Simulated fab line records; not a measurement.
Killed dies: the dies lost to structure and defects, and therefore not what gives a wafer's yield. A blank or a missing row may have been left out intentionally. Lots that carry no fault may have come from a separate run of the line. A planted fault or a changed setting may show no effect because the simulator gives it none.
Split-lot trial ; flow sky130 ; 5 lots, 23 wafers read, on a route of 708 steps

== THE SPLIT ITSELF ==
At SKY_SD_P_IMPLANT_09, the setting energy kev was moved away from the recipe's 20 on 9 of the 23 wafers read, by -4.4% to +4.4%. All remaining wafers had this setting at the recipe value.

== FROM SPLIT TO READING: 1 step shown by the file between the two ==
- SKY_SD_P_STRIP_10: strips in O2/N2

== THE READING ==
SD_P_TW, at SKY_SD_P_TW_MEAS_11. On this fab line, fault-free wafers typically give 2848 with a standard deviation of 13.

wafer;tool, chamber at the split;energy kev as run;against the recipe;SD_P_TW;against lot-mates on the recipe
L074.1;implanter-02, 0;20;recipe;2853;-
L074.3;implanter-02, 0;20;recipe;2856;-
L074.4;implanter-02, 0;20;recipe;2859;-
L074.5;implanter-02, 0;20;recipe;2857;-
L074.6;implanter-02, 0;20;recipe;2864;-
L080.1;implanter-02, 0;20;recipe;2832;-
L080.2;implanter-02, 0;20.88;+4.4%;2869;+30
L080.3;implanter-02, 0;20;recipe;2845;-
L080.4;implanter-02, 0;20.88;+4.4%;2865;+26
L080.5;implanter-02, 0;20.88;+4.4%;2873;+34
L081.1;implanter-02, 0;20;recipe;2873;-
L081.3;implanter-02, 0;20;recipe;2857;-
L081.6;implanter-02, 0;20;recipe;2854;-
L083.1;implanter-01, 0;20;recipe;2811;-
L083.2;implanter-01, 0;20;recipe;2828;-
L083.3;implanter-01, 0;19.12;-4.4%;2798;-22
L083.4;implanter-01, 0;19.12;-4.4%;2796;-24
L083.6;implanter-01, 0;19.12;-4.4%;2793;-26
L085.1;implanter-01, 0;19.63;-1.9%;2848;-6
L085.2;implanter-01, 0;20;recipe;2855;-
L085.3;implanter-01, 0;20;recipe;2852;-
L085.4;implanter-01, 0;19.63;-1.9%;2845;-8
L085.5;implanter-01, 0;19.63;-1.9%;2847;-6

THE FIT
A straight line over all 23 wafers: SD_P_TW changes by +7.65 for each +1% of energy kev; r = +0.76; the points scatter about the line by 16.
The same after taking each lot's own level away (the mean of its wafers on the recipe; 23 wafers): +6.04 for each +1%; r = +0.94; scatter 5.5.
According to that fit, moving energy kev by its largest amount changes the reading by 27.
Across the lots, their own levels run from 2819.5 to 2861.3, a range of 3.2 times the standard deviation given above.
So the lot-to-lot level blurs the effect unless lot-mates are compared.
Check: with one of the wafers moved furthest among these (+4.4%) left out of the fit, the line predicts +27.3 for it against its lot-mates. Against them it came out at +30.5.

== THESE WAFERS: OTHER SPLITS ==
Before the reading, these wafers also passed through other splits. Each is held against what the fit with the lots' levels taken away leaves over:
other split on the same wafers;wafers away from the commonest value;r with SD_P_TW (lot level and that fit taken away)
SKY_VT_ADJUST_PCH_COAT_02 resist thk nm;11;-0.10
SKY_SONOS_TUNNEL_COAT_02 spin rpm;7;+0.19
SKY_SONOS_TUNNEL_IMPLANT_09 dose cm2;9;+0.11
SKY_SONOS_ONO_CVD_02 pressure mtorr;15;-0.01
SKY_GATE_OXIDE_COAT_05 resist thk nm;7;-0.08
SKY_GATE_OXIDE_DEVELOP_09 develop time s;10;+0.15
SKY_LDD_P_COAT_02 resist thk nm;7;-0.09
SKY_LDD_LDN_IMPLANT_10 energy kev;10;-0.16
SKY_SD_P_COAT_02 resist thk nm;7;-0.32

== THE WHOLE CHAIN: every reading that the file lists as answering this split, in the file's order ==
step;what it does;reading;change (the file's fit);r (the file's)
SKY_SD_P_IMPLANT_09;;implant.drp nm (the simulator's own value, which no gauge read);+0.0685 nm for each +1% of the setting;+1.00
SKY_SD_P_TW_MEAS_11;;SD_P_TW;+5.93 for each +1% of the setting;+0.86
SKY_SD_P_STRIP_10;strips in O2/N2;strip time to endpoint s;withheld for each +1% of the setting, in a fit together with resist thk nm@SD_P_COAT_02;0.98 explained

== FILE'S OWN FIT ==
SD_P_TW changes by +5.93 for each +1% of energy kev, r = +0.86.
